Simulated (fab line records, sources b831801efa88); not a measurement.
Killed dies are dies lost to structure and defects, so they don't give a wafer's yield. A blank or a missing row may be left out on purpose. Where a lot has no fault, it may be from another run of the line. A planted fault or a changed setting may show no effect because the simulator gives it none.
Chamber matching + flow gf180mcu + GF_V1_CMP_26 on cmp-01 has 4 sister chambers
The step polishes, stops on SiO2, t overpolish 15 s, target thk 0 nm. 8 wafers are shown with their chamber, then 8 later ones without.

== WAFERS PAIRED WITH THEIR CHAMBERS ==
| wafer  | chamber | motor-current-A (A) | edge-zone-pressure-frac |
|--------|---------|---------------------|-------------------------|
| L781.2 | 2       | 11.8                | 0.995                   |
| L783.2 | 2       | 11.9                | 0.989                   |
| L783.5 | 0       | 12.2                | 0.998                   |
| L784.5 | 0       | 12.4                | 0.997                   |
| L789.1 | 1       | 12.9                | 0.998                   |
| L789.4 | 3       | 12.0                | 1.004                   |
| L789.6 | 3       | 12.2                | 1.004                   |
| L793.2 | 1       | 13.4                | 1.000                   |

== WAFERS MISSING THEIR CHAMBER ==
| wafer  | motor-current-A (A) | edge-zone-pressure-frac |
|--------|---------------------|-------------------------|
| L793.3 | 12.5                | 0.998                   |
| L793.5 | 12.2                | 1.003                   |
| L795.1 | 12.4                | 1.009                   |
| L795.4 | 12.0                | 0.998                   |
| L795.5 | 13.8                | 1.000                   |
| L803.2 | 11.9                | 1.008                   |
| L803.5 | 11.5                | 1.000                   |
| L803.6 | 12.4                | 1.009                   |

== THE CHAMBER EACH PASSED THROUGH ==
| wafer  | from the rows above          | in truth                   |
|--------|------------------------------|----------------------------|
| L793.3 | 0                            | 0                          |
| L793.5 | can't be placed: 3 or 0      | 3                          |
| L795.1 | 3                            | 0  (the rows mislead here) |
| L795.4 | can't be placed: 0 or 3 or 2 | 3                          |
| L795.5 | 1                            | 1                          |
| L803.2 | 3                            | 3                          |
| L803.5 | can't be placed: 3 or 2 or 0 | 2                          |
| L803.6 | 3                            | 3                          |
Correctly placed: 4 of 8. Not placeable from these rows: 3 (in 3, the candidates include the true chamber). Placed wrongly: 1.
How it was worked out, from the rows above alone: a wafer's distance from a chamber is the root of the sum, over the readings, of the square of ((its reading less the chamber's mean) divided by the reading's scatter). The wafer belongs to the nearest chamber; if the next one is less than 2 further off, it can't be placed. Each chamber's mean is taken over the wafers shown for it. The scatter: take each reading less its chamber's mean, square it, sum over the shown wafers, divide by the number of wafers less the number of chambers, and take the root.
